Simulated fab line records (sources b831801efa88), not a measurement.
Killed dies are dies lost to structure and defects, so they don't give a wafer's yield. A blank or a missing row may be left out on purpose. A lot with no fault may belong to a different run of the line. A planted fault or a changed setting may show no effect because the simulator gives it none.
The tool behind it: which one? || flow sky130 || 6 lots, 18 wafers sampled, at 1 step of a route of 708

== WHAT EACH GAUGE READ, for each wafer ==
SKY_VIA1_THK_MEAS_23: measures by xrf.
{"lot": "L553", "measured": "day 34 23:48", "on": "filmMetro-01", "VIA1_W_THK (nm)": "287 286 283"}
{"lot": "L554", "measured": "day 35 10:27", "on": "filmMetro-04", "VIA1_W_THK (nm)": "277 273 276"}
{"lot": "L559", "measured": "day 36 11:59", "on": "filmMetro-04", "VIA1_W_THK (nm)": "278 277 280"}
{"lot": "L562", "measured": "day 37 15:22", "on": "filmMetro-01", "VIA1_W_THK (nm)": "276 279 273"}
{"lot": "L567", "measured": "day 38 18:47", "on": "filmMetro-01", "VIA1_W_THK (nm)": "280 282 282"}
{"lot": "L575", "measured": "day 41 01:06", "on": "filmMetro-02", "VIA1_W_THK (nm)": "280 282 282"}

== EACH LOT AND THE TOOL THAT RAN IT (in order: tool; ch and the chambers of the sampled wafers; start) ==
The record shows no process step preceding these readings.

== THE ANSWER, worked out from the rows above alone ==
Rule: the lots themselves supply what counts as usual. The widest of any qualifying gaps counts: lots, ordered by their means at a reading, are off when they make up no more than a third of the lots, leave a main group of 4 or more, and stand apart from it by 3 or more times the standard deviation of that group's means. Not used: any main group whose means are identical at the precision the tables above print for the reading. A lot without any number at a reading at which 4 lots or more have one is off too. Any other lot the step has rows for is counted as sound.
No lot is off at any reading shown: from this, nothing can be told.

== WHAT THE SIMULATOR PUT IN ==
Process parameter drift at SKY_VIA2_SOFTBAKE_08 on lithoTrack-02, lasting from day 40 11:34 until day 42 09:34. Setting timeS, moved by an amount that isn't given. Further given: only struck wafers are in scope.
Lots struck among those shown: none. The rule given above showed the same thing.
